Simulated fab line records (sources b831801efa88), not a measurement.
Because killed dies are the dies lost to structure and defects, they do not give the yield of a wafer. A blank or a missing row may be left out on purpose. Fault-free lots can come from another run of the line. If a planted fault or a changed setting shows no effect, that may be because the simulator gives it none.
Which tool did it? :: flow gf180mcu :: 18 wafers sampled from 6 lots at 1 step of a route of 602

## WHAT THE GAUGES READ, wafer by wafer
GF_V5_BOW_MEAS_05.
lot: L781
measured: day 29 02:07
on: film_metro-02
V5_BOW (um): 128 140 127

lot: L783
measured: day 29 13:44
on: film_metro-04
V5_BOW (um): 133 140 146

lot: L787
measured: day 30 15:41
on: film_metro-04
V5_BOW (um): 114 133 118

lot: L790
measured: day 31 07:25
on: film_metro-04
V5_BOW (um): 149 144 151

lot: L793
measured: day 32 02:55
on: film_metro-01
V5_BOW (um): 144 142 133

lot: L795
measured: day 32 14:42
on: film_metro-02
V5_BOW (um): 144 147 142

## WHAT TOOL EACH LOT RAN ON (gives the tool, then ch and the chambers of the sampled wafers, and finally the start)
There is no process step in the record ahead of these readings.

## THE ANSWER, worked out from the rows above alone
Rule: what is usual is taken from the lots themselves. The widest of any qualifying gaps counts: lots, ordered by their means at a reading, are off when they make up no more than a third of the lots, leave a main group of 4 or more, and stand apart from it by 3 or more times the standard deviation of that group's means. The tables above print the reading to a certain number of digits; a main group whose means all agree to those digits is not used. Also off: a lot with no number at a reading for which 4 or more lots have one. Where the step has rows for the other lots, those lots are counted as sound.
Across all readings shown, no lot is off: no conclusion can be drawn from this.

## WHAT THE SIMULATOR PUT IN
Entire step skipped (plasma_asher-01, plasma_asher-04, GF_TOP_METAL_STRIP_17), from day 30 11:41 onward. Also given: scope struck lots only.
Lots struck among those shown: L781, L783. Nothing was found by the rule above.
